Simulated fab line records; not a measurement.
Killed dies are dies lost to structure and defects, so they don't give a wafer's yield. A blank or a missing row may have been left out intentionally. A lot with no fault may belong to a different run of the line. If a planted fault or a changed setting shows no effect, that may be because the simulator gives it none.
One fault through the eyes of 2 desks | flow sky130 | only its own numbers are on each desk; what lay behind them is given at the end

== THE METROLOGY DESK ==
What the gauges read, lot by lot, whatever tool the lot ran on: means of the sampled wafers that have a number. Any lot whose mean is over 4 standard deviations away from the usual mean is out of limits and marked OUT; that distance is given in the brackets.
Columns: A = LDD_N_OVL at SKY_LDD_N_OVL_MEAS_07, usual -0.2 nm
lot  | first seen here | A
L168 | day 19 06:34    | -0.5
L169 | day 20 18:27    | 1.8
L174 | day 21 16:07    | -0.0
L176 | day 21 19:20    | 0.9
L178 | day 23 03:46    | -1.1
L187 | day 25 20:01    | -0.4
L186 | day 25 21:44    | -0.6
Finding of this desk: none of the 7 lots has anything out of limits.

== THE TOOL OWNER'S DESK: implanter-02 ==
For each lot that ran on this tool, the mean over its sampled wafers that have a number, from the tool's own readings at SKY_LDD_N_IMPLANT_15. Any lot whose mean is over 4 standard deviations away from the usual mean is out of limits and marked OUT; that distance is given in the brackets.
Columns: A = dose_ions_cm2 at SKY_LDD_N_IMPLANT_15, usual 5e+12; B = faraday_current_uA at SKY_LDD_N_IMPLANT_15, usual 28.2
lot  | first seen here | A                       | B
L169 | day 20 19:34    | 5e+12                   | 27.9
L174 | day 21 17:17    | 8e+12 (+99 or more) OUT | 43.0 (+27) OUT
L176 | day 21 20:26    | 8e+12 (+99 or more) OUT | 42.7 (+26) OUT
L178 | day 23 04:50    | 8e+12 (+99 or more) OUT | 43.5 (+28) OUT
This desk's verdict: out of limits on L174, L176, L178, starting with L174 at day 21 17:17 (dose_ions_cm2 at SKY_LDD_N_IMPLANT_15). L169 stayed within limits.

== TAKEN TOGETHER ==
The tool owner's desk could have raised an alarm at day 21 17:17, on L174, L176, L178.
From the metrology desk's view, nothing was out of limits.
The metrology desk has L174, L176, L178 on record, within its limits.
Every lot named ran SKY_LDD_N_IMPLANT_15 on implanter-02.

== WHAT HAD BEEN PUT IN BY THE SIMULATOR ==
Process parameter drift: implanter-02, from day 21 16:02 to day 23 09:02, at SKY_LDD_N_IMPLANT_15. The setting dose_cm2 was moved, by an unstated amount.
Shown lots that were struck: L174, L176, L178.
How many hours passed from the start of the fault until each desk's first out-of-limits reading: the tool owner's desk, 1.
